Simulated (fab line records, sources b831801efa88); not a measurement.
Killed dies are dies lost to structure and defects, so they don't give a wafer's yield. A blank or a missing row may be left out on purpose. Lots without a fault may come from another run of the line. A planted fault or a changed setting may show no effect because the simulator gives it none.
fab line records | flow sfq_line
record lots=7 wafers=18 last_day=72
route steps=325 shown I2@117 M3@118
lots that met no fault: from a run of the same line without faults
start_h: hours from the record's first day to the start of the lot's first wafer shown | wait_h: hours since the lot's step before | " the same as in the row above | L1.1+2: a row that stands for several wafers | - no value, or no start given | * or withheld: withheld | < > ~ a bound
route shown NAME@n: a module of which the file shows steps, and the number in the route of the first | usual: mean/standard deviation of fault-free wafers | same: alike in all rows | chamber/n: place in a boat | sites: the reading at each site | _std_site: their standard deviation | _edge_site: outer sites' mean less inner sites' | radius_mm: how far each site lies from the wafer's centre | mask NAME#n: copy n | behind: the tool/chamber that last shaped the wafer | hold: why the lot was held/for how many hours/how that ended | device: the transistor (n, p or np) that didn't switch | end of line: the same wafers' tests at the end of the route | a step without rows: its recipe alone | killed: dies lost to structure and defects at the first sort, not the wafer's yield | map: a wafer's dies, x killed, . not, _ none there
set.NAME: the setting as run; set.NAME@STEP: as run at that earlier step | model.NAME: the simulator's own value behind a step, which no gauge read
lots at some steps of the route; a table a step, a row a wafer
services: from which hour (start_h, from the record's first day; less than 0 if before it) a tool's chamber was out of use, for how many hours, and why
## steps
# step SFQ_TRILAYER_I2_VIA_STRIP_SOLV_CLEAN_072
# recipe chemistry=NMP temp_c=70 time_s=600
# step SFQ_TRILAYER_M3_DEP_PRE_CLEAN_074
# recipe gas=Ar time_s=22.5 bias_v=250
# step SFQ_TRILAYER_M3_DEP_SPUTTER_073
# recipe material=Nb base_pressure_pa=1.33e-06 chamber_pressure_pa=0.1333 substrate_temp_c=20 resputter_cathode_voltage_v=400 target_thk_nm=200 power_w=2000 time_s=133.3
# usual throttle_valve_pct=29.9/0.84
# same time_s=133.3
# columns lot.wafer tool chamber start_h wait_h throttle_valve_pct
L846.1 pvd_sputter-04 - 541.65 0.0 29.0
L846.3 " - " " 29.9
L846.5 " - " " 31.4
L847.2 pvd_sputter-03 - 549.95 0.0 29.8
L847.4 " - " " 29.9
L847.5 " - " " 29.9
L852.2 pvd_sputter-03 - 586.72 0.0 30.1
L852.4 " - " " 29.1
L854.2 pvd_sputter-04 - 620.20 0.0 31.7
L854.4 " - " " 29.0
L857.1 pvd_sputter-03 - 645.40 0.0 29.3
L857.4 " - " " 30.0
L858.1 pvd_sputter-05 - 666.23 0.0 31.2
L858.3 " - " " 29.7
L858.5 " - " " 28.7
L859.2 pvd_sputter-04 - 674.63 0.0 31.7
L859.3 " - " " 29.4
L859.4 " - " " 29.0
# step SFQ_M3_RS_MEAS_919
# recipe thk_meas_gauge=four-point-probe reads=Nb_of_TRILAYER_M3_DEP_SPUTTER_073
# usual M3_NB_RS=0.883/0.01
# columns lot.wafer tool chamber start_h wait_h M3_NB_RS[ohm/sq]
L846.1 film_metro-03 - 541.74 0.0 0.889
L846.3 " - " " 0.869
L846.5 " - " " 0.871
L847.2 film_metro-02 - 550.07 0.1 0.875
L847.4 " - " " 0.880
L847.5 " - " " 0.886
L852.2 film_metro-03 - 586.83 0.1 0.874
L852.4 " - " " 0.883
L854.2 film_metro-03 - 620.32 0.1 0.871
L854.4 " - " " 0.877
L857.1 film_metro-01 - 645.50 0.0 0.901
L857.4 " - " " 0.886
L858.1 film_metro-02 - 666.32 0.0 0.879
L858.3 " - " " 0.913
L858.5 " - " " 0.891
L859.2 film_metro-01 - 674.74 0.1 0.886
L859.3 " - " " 0.891
L859.4 " - " " 0.892
# step SFQ_TRILAYER_M3_LITHO_COAT_080
# recipe resist=BARC spin_rpm=3000 resist_thk_nm=62
# step SFQ_TRILAYER_M3_LITHO_COAT_075
# recipe resist=KrF spin_rpm=3000 resist_thk_nm=600
# step SFQ_TRILAYER_M3_LITHO_SOFTBAKE_079
# recipe temp_c=withheld time_s=withheld resist=KrF
# step SFQ_TRILAYER_M3_LITHO_EXPOSE_076
# recipe mask_id=M3 na=0.6 source_shape=conventional sigma_outer=0.65 target_cd_nm=500 dose_mj=14.4
# step SFQ_TRILAYER_M3_LITHO_PEB_078
# recipe peb_temp_c=115 peb_time_s=60 resist=KrF
# step SFQ_TRILAYER_M3_LITHO_DEVELOP_077
# recipe time_s=60 resist=KrF
# step SFQ_M3_OVL_MEAS_921
# usual M3_OVL=-3/5
# columns lot.wafer tool chamber start_h wait_h M3_OVL[nm]
L846.1 overlay-02 - 658.90 0.1 1
L846.3 " - " " -3
L846.5 " - " " -8
L847.2 overlay-02 - 662.51 0.1 7
L847.4 " - " " 12
L847.5 " - " " 6
L852.2 overlay-01 - 693.64 0.1 -3
L852.4 " - " " -7
L854.2 overlay-01 - 713.76 0.1 -8
L854.4 " - " " -10
L857.1 overlay-02 - 731.30 0.1 -1
L857.4 " - " " 1
L858.1 overlay-02 - 742.10 0.1 -7
L858.3 " - " " -5
L858.5 " - " " -12
L859.2 overlay-02 - 746.91 0.1 2
L859.3 " - " " 4
L859.4 " - " " -6
# step SFQ_TRILAYER_M3_BARC_OPEN_METAL_ETCH_100
# recipe mask_material=PR chemistry=O2 target_depth_nm=125 target=BARC icp_w=600 bias_w=80 pressure_mtorr=10 time_s=41.7
# usual drypump_motor_current_A=5.6/0.4 oes_product_au=0.685/0.0045 run_length_s=70.3/1
# columns lot.wafer tool chamber start_h wait_h drypump_motor_current_A oes_product_au rf_hours_counter_h run_length_s model.KrF_of_TRILAYER_M3_LITHO_COAT_075.thk_nm
L846.1 rie_metal-03 1 658.94 0.0 5.3 0.681 20 69.7 521.1
L846.3 " 1 " " 5.3 0.685 - 69.8 519.7
L846.5 " 1 " " 5.3 0.688 - 70.0 521.3
L847.2 rie_metal-04 0 662.54 0.0 6.0 0.681 25 70.2 522.6
L847.4 " 1 " " 5.9 0.687 - 70.8 518.7
L847.5 " 0 " " 6.0 0.683 - 69.5 522.7
L852.2 rie_metal-03 1 693.67 0.0 5.3 0.813 27 61.8 533.5
L852.4 " 0 " " 5.1 0.805 - 61.4 534
L854.2 rie_metal-03 0 713.79 0.0 5.1 0.814 41 61.5 532.2
L854.4 " 0 " " 5.1 0.815 - 61.0 533
L857.1 rie_metal-03 1 731.34 0.0 5.3 0.683 34 69.8 521.1
L857.4 " 0 " " 5.1 0.817 - 61.2 531.3
L858.1 rie_metal-04 1 742.14 0.0 5.8 0.685 22 70.3 524
L858.3 " 1 " " 5.8 0.687 - 70.3 522.3
L858.5 " 0 " " 6.0 0.677 - 69.4 524.5
L859.2 rie_metal-04 1 746.96 0.0 5.8 0.687 - 70.5 523
L859.3 " 1 " " 5.8 0.687 - 70.9 522.5
L859.4 " 1 " " 5.8 0.695 - 70.7 522.2
# step SFQ_TRILAYER_M3_ETCH_METAL_ETCH_078
# recipe target=Nb stop_on=SiO2 mask_material=PR chemistry=Cl2/Ar target_depth_nm=240 icp_w=600 bias_w=80 pressure_mtorr=10 time_s=120
# usual drypump_motor_current_A=5.6/0.4 oes_product_au=0.898/0.0076 run_length_s=148.6/1
# same time_s=120
# columns lot.wafer tool chamber start_h wait_h drypump_motor_current_A oes_product_au rf_hours_counter_h run_length_s model.KrF_of_TRILAYER_M3_LITHO_COAT_075.thk_nm
L846.1 rie_metal-03 1 659.00 0.0 5.3 0.890 20 148.1 378.7
L846.3 " 1 " " 5.3 0.897 - 148.2 377.3
L846.5 " 1 " " 5.3 0.906 - 147.9 378.2
L847.2 rie_metal-04 0 662.60 0.0 6.0 0.907 25 148.2 379.4
L847.4 " 1 " " 5.8 0.902 - 148.5 373.5
L847.5 " 0 " " 6.0 0.891 - 147.9 379.7
L852.2 rie_metal-03 1 693.73 0.0 5.3 0.906 27 148.6 390.8
L852.4 " 0 " " 5.1 0.898 - 147.7 390.5
L854.2 rie_metal-03 0 713.85 0.0 5.1 0.903 42 148.2 385.2
L854.4 " 0 " " 5.1 0.894 - 147.7 387.4
L857.1 rie_metal-03 1 731.40 0.0 5.3 0.886 34 147.9 376
L857.4 " 0 " " 5.1 0.898 - 147.7 385.3
L858.1 rie_metal-04 1 742.20 0.0 5.9 0.893 22 149.2 379.7
L858.3 " 1 " " 5.9 0.880 - 148.7 377.3
L858.5 " 0 " " 6.0 0.903 - 147.8 383.3
L859.2 rie_metal-04 1 747.10 0.1 5.8 0.893 - 148.9 378.2
L859.3 " 1 " " 5.8 0.895 - 148.7 376.9
L859.4 " 1 " " 5.8 0.888 - 148.5 377.2
# step SFQ_TRILAYER_M3_STRIP_STRIP_079
# recipe gas=O2 power_w=200 platen_temp_c=40 overash_fraction=0.65 chemistry=O2 pressure_mtorr=50
# usual drypump_motor_current_A=5.6/0.4 oes_product_au=1.010/0.011
# same overash_fraction=0.65
# columns lot.wafer tool chamber start_h wait_h drypump_motor_current_A oes_product_au rf_hours_counter_h
L846.1 rie_metal-03 1 659.12 0.1 5.3 1.010 20
L846.3 " 1 " " 5.3 1.004 -
L846.5 " 1 " " 5.3 1.006 -
L847.2 rie_metal-04 0 662.72 0.1 6.0 0.994 25
L847.4 " 1 " " 5.8 1.022 -
L847.5 " 0 " " 6.0 1.003 -
L852.2 rie_metal-03 1 693.86 0.1 5.4 1.010 27
L852.4 " 0 " " 5.1 1.015 -
L854.2 rie_metal-03 0 713.97 0.1 5.1 1.017 42
L854.4 " 0 " " 5.1 1.021 -
L857.1 rie_metal-03 1 731.52 0.1 5.3 1.025 34
L857.4 " 0 " " 5.1 1.029 -
L858.1 rie_metal-04 1 742.32 0.1 5.9 1.023 22
L858.3 " 1 " " 5.9 1.023 -
L858.5 " 0 " " 6.0 0.994 -
L859.2 rie_metal-04 1 747.51 0.4 5.9 1.021 -
L859.3 " 1 " " 5.8 1.015 -
L859.4 " 1 " " 5.9 1.013 -
## services
# columns tool chamber start_h hours kind
pvd_sputter-04 1 518.79 - consumable_replace:kit
pvd_sputter-04 1 518.79 18.0 scheduled_down
pvd_sputter-04 1 518.79 18.0 vent_cycle
rie_metal-04 0 519.61 - clean
rie_metal-04 0 519.61 15.3 scheduled_down
rie_metal-04 0 519.61 15.3 vent_cycle
rie_metal-03 1 522.33 - clean
rie_metal-03 1 522.33 17.9 scheduled_down
rie_metal-03 1 522.33 17.9 vent_cycle
pvd_sputter-04 - 549.17 62.2 repair
rie_metal-04 1 601.87 2.0 repair
rie_metal-04 0 602.81 1.1 repair
rie_metal-04 1 605.60 - clean
rie_metal-04 1 605.60 21.0 scheduled_down
rie_metal-04 1 605.60 21.0 vent_cycle
pvd_sputter-05 - 614.02 3.1 repair
rie_metal-03 - 634.14 0.8 repair
rie_metal-04 0 647.77 1.8 repair
pvd_sputter-04 - 665.12 4.0 repair
pvd_sputter-04 - 668.77 2.8 repair
pvd_sputter-05 0 686.13 - consumable_replace:kit
pvd_sputter-05 - 743.54 2.0 repair
rie_metal-04 0 744.87 3.7 repair
pvd_sputter-05 - 747.11 15.2 repair
## key
first_sign step=SFQ_TRILAYER_M3_BARC_OPEN_METAL_ETCH_100 reading=oes_product_au direction=up sigmas=28 usual=0.685 struck=0.813
effect step=SFQ_TRILAYER_M3_BARC_OPEN_METAL_ETCH_100 reading=run_length_s direction=down sigmas=8.6 usual=* struck=*
model_effect step=SFQ_TRILAYER_M3_BARC_OPEN_METAL_ETCH_100 value=KrF_of_TRILAYER_M3_LITHO_COAT_075.thk_nm without=522.1 struck=532.8
model_effect step=SFQ_TRILAYER_M3_ETCH_METAL_ETCH_078 value=KrF_of_TRILAYER_M3_LITHO_COAT_075.thk_nm without=377.2 struck=387.9
met_at SFQ_TRILAYER_M3_BARC_OPEN_METAL_ETCH_100
struck_wafers L852.2,L852.4,L854.2,L854.4,L857.4
onset_between 658.94 693.67
fault kind=process_parameter_drift tool=rie_metal-03 chamber=- onset_h=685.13 steps=SFQ_TRILAYER_M3_BARC_OPEN_METAL_ETCH_100 channel=time_s offset=* shape=step end_h=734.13 scope=struck_wafers_only acts_in=* stated=*
